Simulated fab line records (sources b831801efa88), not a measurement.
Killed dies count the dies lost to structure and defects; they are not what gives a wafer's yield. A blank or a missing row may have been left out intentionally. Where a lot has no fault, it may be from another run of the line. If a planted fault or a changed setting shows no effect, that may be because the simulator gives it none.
Which tool is to blame? | flow gf180mcu | 18 wafers from 6 lots sampled at 2 of the route's 602 steps

## WHAT THE GAUGES SHOWED, per wafer
GF_NWELL_TW_MEAS_11.
lot  | measured    | on            | NWELL_TW
L940 | day 3 13:01 | film-metro-01 | 1606 1598 1596
L943 | day 4 04:53 | film-metro-03 | 1560 1562 1560
L947 | day 5 02:19 | film-metro-04 | 1582 1580 1587
L950 | day 5 21:49 | film-metro-03 | 1556 1552 1551
L952 | day 6 06:35 | film-metro-03 | 1567 1561 1573
L954 | day 6 21:11 | film-metro-01 | 1962 1963 1954

## WHICH TOOL RAN EACH LOT (tool, then ch and the chambers of the sampled wafers, then the start)
lot  | GF_NWELL_IMPLANT_08
L940 | implanter-04 ch 0, day 3 12:38
L943 | implanter-01 ch 0, day 4 04:29
L947 | implanter-01 ch 0, day 5 01:55
L950 | implanter-01 ch 0, day 5 21:25
L952 | implanter-03 ch 0, day 6 06:14
L954 | implanter-01 ch 0, day 6 20:29
- GF_NWELL_IMPLANT_08

## THE ANSWER, worked out from the rows above alone
Rule: what is usual is taken from the lots themselves. Put in order of their means at a reading, lots are off if they are a third of the lots or fewer, leave a main group of 4 or more, and stand apart from it by a gap of 3 or more times the standard deviation of the main group's means; of several such gaps the widest counts. A main group is skipped when, at the precision printed for the reading in the tables above, its means are all equal. Also off: a lot with no number at a reading for which 4 or more lots have one. The other lots that the step has rows for count as sound.
Off: L954, seen at GF_NWELL_TW_MEAS_11 (NWELL_TW). For the main group the mean is 1573 and the standard deviation 17.
A tool fits if, at a process step before that reading, it ran every lot that is off, and no sound lot after the first of them. Those tools and the gauges at GF_NWELL_TW_MEAS_11 are tried in the same way. 2 tools fit, implanter-01 at GF_NWELL_IMPLANT_08 and film-metro-01 at GF_NWELL_TW_MEAS_11, so this cannot tell which one it is.

## WHAT THE SIMULATOR PUT IN
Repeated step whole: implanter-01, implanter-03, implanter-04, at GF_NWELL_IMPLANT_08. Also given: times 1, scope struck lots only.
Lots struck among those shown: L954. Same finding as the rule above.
